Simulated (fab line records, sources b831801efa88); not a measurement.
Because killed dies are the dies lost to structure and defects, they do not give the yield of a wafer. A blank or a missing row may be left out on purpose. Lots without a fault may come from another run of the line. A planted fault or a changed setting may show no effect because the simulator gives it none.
Which tool is to blame? :: flow gf180mcu :: Sampling: 10 lots, 30 wafers, 2 of 602 route steps

WHAT EACH GAUGE READ, for each wafer
GF_V1_RS_MEAS_24: uses a four-point probe to measure.
lot: L183
measured: day 19 12:26
on: filmMetro-02
V1_W_RS (ohm/sq): 0.322 0.319 0.322

lot: L184
measured: day 19 20:23
on: filmMetro-03
V1_W_RS (ohm/sq): 0.227 0.228 0.227 0.227 0.229 0.227

lot: L185
measured: day 20 07:30
on: filmMetro-02
V1_W_RS (ohm/sq): 0.227 0.226 0.227 0.226 0.227 0.226

lot: L195
measured: day 24 02:13
on: filmMetro-01
V1_W_RS (ohm/sq): 0.327 0.327 0.326

lot: L196
measured: day 24 11:28
on: filmMetro-01
V1_W_RS (ohm/sq): 0.328 0.329 0.333

lot: L197
measured: day 24 13:43
on: filmMetro-01
V1_W_RS (ohm/sq): 0.336 0.332 0.333

lot: L198
measured: day 24 22:34
on: filmMetro-02
V1_W_RS (ohm/sq): 0.324 0.328 0.322

lot: L199
measured: day 25 04:44
on: filmMetro-01
V1_W_RS (ohm/sq): 0.318 0.317 0.316

lot: L200
measured: day 25 23:29
on: filmMetro-01
V1_W_RS (ohm/sq): 0.331 0.327 0.329

lot: L202
measured: day 26 09:11
on: filmMetro-02
V1_W_RS (ohm/sq): 0.321 0.326 0.324

TOOL THAT RAN EACH LOT (tool first, then ch and the chambers of the sampled wafers, then the start)
lot: L183
GF_V1_CVD_23: cvdW-01 ch 0,1, day 19 12:19

lot: L184
GF_V1_CVD_23: cvdW-01 ch 0,1, day 19 20:16

lot: L185
GF_V1_CVD_23: cvdW-01 ch 0,1, day 20 07:22

lot: L195
GF_V1_CVD_23: cvdW-01 ch 0,1, day 24 02:06

lot: L196
GF_V1_CVD_23: cvdW-01 ch 0,1, day 24 11:22

lot: L197
GF_V1_CVD_23: cvdW-01 ch 0,1, day 24 13:36

lot: L198
GF_V1_CVD_23: cvdW-01 ch 0,1, day 24 22:27

lot: L199
GF_V1_CVD_23: cvdW-02 ch 1, day 25 04:32

lot: L200
GF_V1_CVD_23: cvdW-01 ch 0,1, day 25 23:22

lot: L202
GF_V1_CVD_23: cvdW-01 ch 0,1, day 26 09:04
- GF_V1_CVD_23: deposits W, target thk 350 nm, time 105.05 s.

THE ANSWER, worked out from the rows above alone
Rule: usual is defined by the lots themselves. The widest of any qualifying gaps counts: lots, ordered by their means at a reading, are off when they make up no more than a third of the lots, leave a main group of 4 or more, and stand apart from it by 3 or more times the standard deviation of that group's means. The tables above print the reading to a certain number of digits; a main group whose means all agree to those digits is not used. Also off: a lot with no number at a reading for which 4 or more lots have one. Where the step has rows for the other lots, those lots are counted as sound.
Off: at GF_V1_RS_MEAS_24 (V1_W_RS), L184, L185. Main group: mean 0.326 ohm/sq, sd 0.005.
If a tool, at a process step before that reading, ran all the lots that are off and no sound lot after the first of them, it fits. The gauges at GF_V1_RS_MEAS_24 are tried like those tools. No candidate that was tried fits.

WHAT THE SIMULATOR HAD INSERTED
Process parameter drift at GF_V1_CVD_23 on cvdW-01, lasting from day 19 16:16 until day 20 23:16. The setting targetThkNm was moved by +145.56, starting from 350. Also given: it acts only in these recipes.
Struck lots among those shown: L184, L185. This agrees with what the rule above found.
